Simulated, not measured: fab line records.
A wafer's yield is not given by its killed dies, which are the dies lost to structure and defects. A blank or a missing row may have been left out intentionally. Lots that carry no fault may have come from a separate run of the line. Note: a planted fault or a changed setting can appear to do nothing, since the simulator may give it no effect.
Which of the tools did it? + flow sky130 + 36 wafers from 12 lots sampled at 6 of the route's 708 steps

== WHAT THE GAUGES SHOWED, per wafer ==
SKY_LOCAL_INTERCONNECT_RS_MEAS_01: measurement is done with a four-point probe. Usual: LOCAL_INTERCONNECT_TIN_RS 14.17 ohm/sq, standard deviation 0.12.
| lot  | measured     | on            | LOCAL_INTERCONNECT_TIN_RS (ohm/sq) | flag |
|------|--------------|---------------|------------------------------------|------|
| L262 | day 29 03:53 | film metro-03 | 14.34 14.30 14.29                  |      |
| L264 | day 30 02:28 | film metro-02 | 14.26 14.29 14.24                  |      |
| L267 | day 30 17:47 | film metro-02 | 14.12 14.13 14.15                  |      |
| L271 | day 32 01:55 | film metro-02 | 14.15 14.18 14.15                  |      |
| L274 | day 33 11:26 | film metro-03 | 14.31 14.19 14.22                  |      |
| L277 | day 33 23:23 | film metro-01 | 14.17 14.31 14.37                  |      |
| L278 | day 34 12:08 | film metro-01 | 14.13 14.22 14.09                  |      |
| L279 | day 34 21:46 | film metro-03 | 14.26 14.19 14.15                  |      |
| L280 | day 35 02:01 | film metro-03 | 14.08 14.09 14.06                  |      |
| L282 | day 35 13:20 | film metro-02 | 14.09 14.09 14.06                  |      |
| L284 | day 35 22:57 | film metro-03 | 14.15 14.05 14.03                  |      |
| L285 | day 36 06:11 | film metro-01 | 14.43 14.46 14.42                  |      |

SKY_CONTACT_THK_MEAS_03. Usual: CONTACT_HDPCVD_THK 564 nm, standard deviation 5.
| lot  | measured     | on            | CONTACT_HDPCVD_THK (nm) | flag |
|------|--------------|---------------|-------------------------|------|
| L262 | day 30 08:13 | film metro-04 | 557 554 564             |      |
| L264 | day 31 06:25 | film metro-01 | 567 567 570             |      |
| L267 | day 31 22:27 | film metro-01 | 564 558 565             |      |
| L271 | day 33 05:32 | film metro-04 | 821 823 822             | OFF  |
| L274 | day 34 14:59 | film metro-01 | 814 817 820             | OFF  |
| L277 | day 35 02:57 | film metro-02 | 561 565 568             |      |
| L278 | day 35 15:20 | film metro-01 | 568 566 569             |      |
| L279 | day 36 00:35 | film metro-04 | 561 565 568             |      |
| L280 | day 36 05:28 | film metro-02 | 567 565 557             |      |
| L282 | day 36 16:46 | film metro-02 | 574 576 573             |      |
| L284 | day 37 02:19 | film metro-02 | 562 567 569             |      |
| L285 | day 37 09:32 | film metro-02 | 566 568 569             |      |

SKY_CONTACT_BOW_MEAS_05. Usual: CONTACT_BOW 82 um, standard deviation 7.4.
| lot  | measured     | on            | CONTACT_BOW (um) | flag |
|------|--------------|---------------|------------------|------|
| L262 | day 30 08:35 | film metro-02 | 73 93 92         |      |
| L264 | day 31 06:48 | film metro-01 | 78 77 84         |      |
| L267 | day 31 22:49 | film metro-02 | 83 82 93         |      |
| L271 | day 33 05:53 | film metro-04 | 88 92 77         |      |
| L274 | day 34 15:22 | film metro-02 | 74 70 75         |      |
| L277 | day 35 03:19 | film metro-02 | 77 84 76         |      |
| L278 | day 35 15:43 | film metro-04 | 93 74 79         |      |
| L279 | day 36 00:57 | film metro-02 | 92 77 67         |      |
| L280 | day 36 05:50 | film metro-01 | 84 81 72         |      |
| L282 | day 36 17:08 | film metro-02 | 97 74 91         |      |
| L284 | day 37 02:40 | film metro-04 | 81 80 88         |      |
| L285 | day 37 09:54 | film metro-01 | 77 82 84         |      |

== TOOL THAT RAN EACH LOT (tool first, then ch and the chambers of the sampled wafers, then the start) ==
| lot  | SKY_LI_CONTACT_CVD_21         | SKY_CONTACT_HDPCVD_02            | SKY_CONTACT_CMP_04            |
|------|-------------------------------|----------------------------------|-------------------------------|
| L262 | cvd w-02 ch 0,1, day 29 03:13 | hdpcvd-02 ch 1,2, day 30 08:09   | cmp-02 ch 0,1,3, day 30 08:23 |
| L264 | cvd w-02 ch 0,1, day 30 01:48 | hdpcvd-02 ch 0,1, day 31 06:20   | cmp-02 ch 2,3, day 31 06:28   |
| L267 | cvd w-02 ch 1, day 30 17:07   | hdpcvd-01 ch 0,1,2, day 31 22:23 | cmp-01 ch 1,2,3, day 31 22:34 |
| L271 | cvd w-02 ch 0,1, day 32 01:14 | hdpcvd-02 ch 0,2, day 33 05:28   | cmp-02 ch 0,1,2, day 33 05:44 |
| L274 | cvd w-02 ch 1, day 33 10:45   | hdpcvd-02 ch 1,2, day 34 14:55   | cmp-01 ch 0,1, day 34 15:02   |
| L277 | cvd w-01 ch 0,1, day 33 22:25 | hdpcvd-01 ch 0,1,2, day 35 02:53 | cmp-02 ch 0,1,2, day 35 03:04 |
| L278 | cvd w-01 ch 0,1, day 34 11:28 | hdpcvd-01 ch 0,1,2, day 35 15:15 | cmp-01 ch 0,1,3, day 35 15:29 |
| L279 | cvd w-01 ch 0, day 34 21:04   | hdpcvd-01 ch 0,1, day 36 00:30   | cmp-01 ch 2,3, day 36 00:38   |
| L280 | cvd w-02 ch 0,1, day 35 01:20 | hdpcvd-01 ch 0,2, day 36 05:23   | cmp-02 ch 2,3, day 36 05:31   |
| L282 | cvd w-02 ch 0,1, day 35 12:38 | hdpcvd-01 ch 0,2, day 36 16:41   | cmp-01 ch 0,3, day 36 16:49   |
| L284 | cvd w-01 ch 0,1, day 35 22:17 | hdpcvd-01 ch 0,1,2, day 37 02:14 | cmp-01 ch 0,3, day 37 02:22   |
| L285 | cvd w-02 ch 0,1, day 36 05:29 | hdpcvd-02 ch 0,2, day 37 09:29   | cmp-01 ch 1,2,3, day 37 09:39 |
- SKY_LI_CONTACT_CVD_21: deposits W, target thk 400 nm, time 120.56 s.
- SKY_CONTACT_HDPCVD_02: deposits SiO2, target thk 565 nm, time 94.2 s.
- SKY_CONTACT_CMP_04: polishes SiO2.

== WHAT THE TOOLS THEMSELVES READ (means of the sampled wafers that have a number; where no wafer has one, the mark that the record gives instead) ==
SKY_LI_CONTACT_CVD_21. Usual: 938 W for heater power w, sd 130.
| lot  | tool     | heater power w (W) | flag |
|------|----------|--------------------|------|
| L262 | cvd w-02 | 879                |      |
| L264 | cvd w-02 | 894                |      |
| L267 | cvd w-02 | 881                |      |
| L271 | cvd w-02 | 917                |      |
| L274 | cvd w-02 | 881                |      |
| L277 | cvd w-01 | 960                |      |
| L278 | cvd w-01 | 1088               |      |
| L279 | cvd w-01 | 1213               |      |
| L280 | cvd w-02 | 877                |      |
| L282 | cvd w-02 | 910                |      |
| L284 | cvd w-01 | 1066               |      |
| L285 | cvd w-02 | 883                |      |

SKY_CONTACT_CMP_04. Usual: motor current A 11.7 A, standard deviation 1.1; time to endpoint s 81 s, standard deviation 3.6.
| lot  | tool   | motor current A (A) | time to endpoint s (s) | flag |
|------|--------|---------------------|------------------------|------|
| L262 | cmp-02 | 12.1                | 81                     |      |
| L264 | cmp-02 | 11.1                | 81                     |      |
| L267 | cmp-01 | 11.4                | 82                     |      |
| L271 | cmp-02 | 12.5                | 169                    | OFF  |
| L274 | cmp-01 | 12.5                | 175                    | OFF  |
| L277 | cmp-02 | 12.3                | 78                     |      |
| L278 | cmp-01 | 11.6                | 84                     |      |
| L279 | cmp-01 | 10.5                | 82                     |      |
| L280 | cmp-02 | 11.2                | 85                     |      |
| L282 | cmp-01 | 12.1                | 86                     |      |
| L284 | cmp-01 | 12.5                | 85                     |      |
| L285 | cmp-01 | 10.6                | 84                     |      |

== THE ANSWER, worked out from the rows above alone ==
Rule: lot off if the mean of its wafers having a number is beyond 3 standard deviations from the usual mean. A lot without any number at a reading at which 4 lots or more have one is off too. Any other lot the step has rows for is counted as sound. The gauges are gone through in route order, then the tools' own readings, and for those a lot's mean is taken as printed above. At the first step where some lot is off, the reading lying furthest off is the one used; lots without a number count as furthest.
Off: at SKY_CONTACT_THK_MEAS_03 (CONTACT_HDPCVD_THK), L271, L274.
If a tool, at a process step before that reading, ran all the lots that are off and no sound lot after the first of them, it fits. The gauges at SKY_CONTACT_THK_MEAS_03 aren't tried: what is off there is off at SKY_CONTACT_CMP_04 too, on other tools, and a gauge's error can't cause that. Of those tried, none fits.

== WHAT THE SIMULATOR PUT IN ==
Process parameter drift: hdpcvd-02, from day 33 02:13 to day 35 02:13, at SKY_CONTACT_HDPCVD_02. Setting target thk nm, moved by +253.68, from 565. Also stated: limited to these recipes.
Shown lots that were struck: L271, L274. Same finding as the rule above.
